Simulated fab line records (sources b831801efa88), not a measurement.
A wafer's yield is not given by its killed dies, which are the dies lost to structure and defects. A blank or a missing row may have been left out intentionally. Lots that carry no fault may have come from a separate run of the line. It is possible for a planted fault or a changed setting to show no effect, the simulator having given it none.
Chamber matching / flow gf180mcu / GF_POLY_GATE_ETCH_13 on rie si-02 has 4 sister chambers
The step etches poly-Si in HBr/Cl2, stops on SiO2, target depth 198.5 nm, time 69.6 s. 8 wafers are shown with their chamber, then 8 later ones without.

## WAFERS, EACH WITH ITS CHAMBER
wafer=L516.6; chamber=2; drypump motor current A (A)=6.6; oes product au (a.u.)=0.997
wafer=L519.2; chamber=2; drypump motor current A (A)=6.6; oes product au (a.u.)=1.002
wafer=L520.2; chamber=1; drypump motor current A (A)=5.8; oes product au (a.u.)=0.996
wafer=L523.1; chamber=3; drypump motor current A (A)=5.9; oes product au (a.u.)=0.982
wafer=L523.4; chamber=1; drypump motor current A (A)=5.8; oes product au (a.u.)=0.979
wafer=L536.1; chamber=3; drypump motor current A (A)=5.9; oes product au (a.u.)=0.980
wafer=L536.6; chamber=0; drypump motor current A (A)=5.1; oes product au (a.u.)=0.983
wafer=L537.1; chamber=0; drypump motor current A (A)=5.0; oes product au (a.u.)=0.981

## WAFERS WITHOUT THEIR CHAMBER
wafer=L537.5; drypump motor current A (A)=5.1; oes product au (a.u.)=0.987
wafer=L537.6; drypump motor current A (A)=5.8; oes product au (a.u.)=0.989
wafer=L538.2; drypump motor current A (A)=6.6; oes product au (a.u.)=0.981
wafer=L538.3; drypump motor current A (A)=5.8; oes product au (a.u.)=0.990
wafer=L538.5; drypump motor current A (A)=5.1; oes product au (a.u.)=0.985
wafer=L539.2; drypump motor current A (A)=5.1; oes product au (a.u.)=0.981
wafer=L539.3; drypump motor current A (A)=6.7; oes product au (a.u.)=0.985
wafer=L539.6; drypump motor current A (A)=5.9; oes product au (a.u.)=0.999

## EACH ONE'S CHAMBER
wafer=L537.5; from the rows above=0; in truth=0
wafer=L537.6; from the rows above=1; in truth=1
wafer=L538.2; from the rows above=2; in truth=2
wafer=L538.3; from the rows above=1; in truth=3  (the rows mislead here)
wafer=L538.5; from the rows above=0; in truth=0
wafer=L539.2; from the rows above=0; in truth=0
wafer=L539.3; from the rows above=2; in truth=2
wafer=L539.6; from the rows above=can't be placed: 3 or 1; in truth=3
Correctly placed: 6 of 8. These rows do not allow placing 1 (true chamber among the candidates in 1). Wrongly placed: 1.
How it was worked out, from the rows above alone: a wafer's distance from a chamber is the root of the sum, over the readings, of the square of ((its reading less the chamber's mean) divided by the reading's scatter). If the next closest chamber is less than 2 further off than the closest, the wafer can't be placed; otherwise it belongs to the closest. A chamber's mean is the mean of its shown wafers. The scatter: the root of (the sum of the squares of (reading less its chamber's mean) over the shown wafers, divided by (wafers less chambers)).
